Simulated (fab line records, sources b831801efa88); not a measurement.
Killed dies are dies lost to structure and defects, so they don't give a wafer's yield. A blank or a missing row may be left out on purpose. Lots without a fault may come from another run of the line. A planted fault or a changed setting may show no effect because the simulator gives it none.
Problem report in the 8D (eight disciplines) form, filled by code | flow gf180mcu | the parts of the form that need people (team, actions taken, sign-off) are left out

1. THE PROBLEM
PASSIVATION_CVD_00_THK at GF_PASSIVATION_THK_MEAS_01 reads a mean of 1467 nm on 1 wafer of 1 lot; wafers without a fault read 1000 nm with a standard deviation of 16. That is +29 standard deviations from the usual mean.
First seen on wafer L926.4, day 31 21:08, on film_metro-03. The record holds 33 wafers of 11 lots with a number at this step. Rule for "out", or "out of limits": more than 4 standard deviations from the usual mean. The other wafers with a number count as sound.

2. WHAT IT IS AND WHAT IT IS NOT
question                    | is                     | is not
which readings at this step | PASSIVATION_CVD_00_THK | -
which lots                  | L926                   | L913, L914, L915, L922, L927, L929, L930, L931, L933, L936
which wafers of those lots  | L926.4                 | L926.3, L926.5
read on which gauges        | film_metro-03          | film_metro-01, film_metro-04
when                        | from day 31 21:08      | up to then (14 sound wafers); but 18 sound wafers of L927, L929, L930, L931, L933, L936 came after

3. SUSPECTS, AND WHAT RULES EACH OUT
Counting: a tool at a process step up to the reading stays a suspect if it ran every lot that is out. Sound lots after the first of them don't rule it out here, since some wafers of a struck lot are sound.
- the gauge at GF_PASSIVATION_THK_MEAS_01: ruled out. All the wafers that are out were read on film_metro-03, but those of them that GF_PASSIVATION_CVD_00 has rows for are out there too, on other tools.
- rie_diel-04 at GF_V4_ETCH_17 (etches SiO2 in C4F8/O2/Ar, stops on TiN, target depth 630 nm): kept. It ran the lot that is out, L926 (day 31 21:02); its last sound lot up to then is L914 (day 28 09:23). GF_V4_ETCH_17 gives no start for some lots, so the hours and the order of its lots are those of GF_PASSIVATION_CVD_00.
- pecvd-01 at GF_PASSIVATION_CVD_00 (deposits SiO2 from TEOS, target thk 1000 nm, time 111.95 s): kept. It ran the lot that is out, L926 (day 31 21:02); its last sound lot up to then is L913 (day 28 04:35). Its own readings are out on those wafers: run_length_s.
- Within rie_diel-04 at GF_V4_ETCH_17: the wafers that are out ran in chamber 1; their sound lot-mates ran in chambers 2, 3.
- Within pecvd-01 at GF_PASSIVATION_CVD_00: the wafers that are out ran in chamber 0; their sound lot-mates ran in chambers 1, 2.
Left after counting: rie_diel-04 at GF_V4_ETCH_17, pecvd-01 at GF_PASSIVATION_CVD_00.

4. THE CAUSE (what the simulator had put in)
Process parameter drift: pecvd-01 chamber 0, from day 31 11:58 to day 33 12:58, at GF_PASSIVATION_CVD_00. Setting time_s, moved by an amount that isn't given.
Counting left 2 suspects, and this tool is among them.

5. THE CHAIN OF EFFECTS, in route order
Each row: a reading whose mean over the struck wafers that have a number lies more than 3 standard deviations from the usual. Only readings for which the record gives a usual standard deviation are gone through. hours: the time from each lot's start at the first step in this table that gives one to its start at this step, as a median over the lots. sigmas: the change in usual standard deviations.
hours | step                       | reading                | usual      | on struck wafers | change | sigmas
0     | GF_PASSIVATION_CVD_00      | run_length_s           | 139.6 s    | 187.4            | +47.8  | +85
0     | GF_PASSIVATION_THK_MEAS_01 | PASSIVATION_CVD_00_THK | 1000 nm    | 1467             | +467   | +29
17    | GF_PASSIVATION_ETCH_11     | oes_product_au         | 0.964 a.u. | 1.006            | +0.042 | +4.8
The process steps in it:
- GF_PASSIVATION_CVD_00: deposits SiO2 from TEOS, target thk 1000 nm, time 111.95 s.
- GF_PASSIVATION_ETCH_11: etches the open film in CF4/O2, stops on TiN, target depth 1800 nm, time 400 s.

6. WHAT WOULD HAVE CAUGHT IT SOONER
In this record the first reading out of limits at a measuring or inspecting step was taken at day 31 21:08, 9 hours after the fault began at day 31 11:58.
The tool's own readings at GF_PASSIVATION_CVD_00 were out on every struck wafer that the step has a row for (run_length_s): an alarm limit on them would have fired on the first of those.
All the lots that are out (1) had begun GF_PASSIVATION_CVD_00 on pecvd-01 by day 31 21:08. A hold on the tool at that time would have spared none of them.
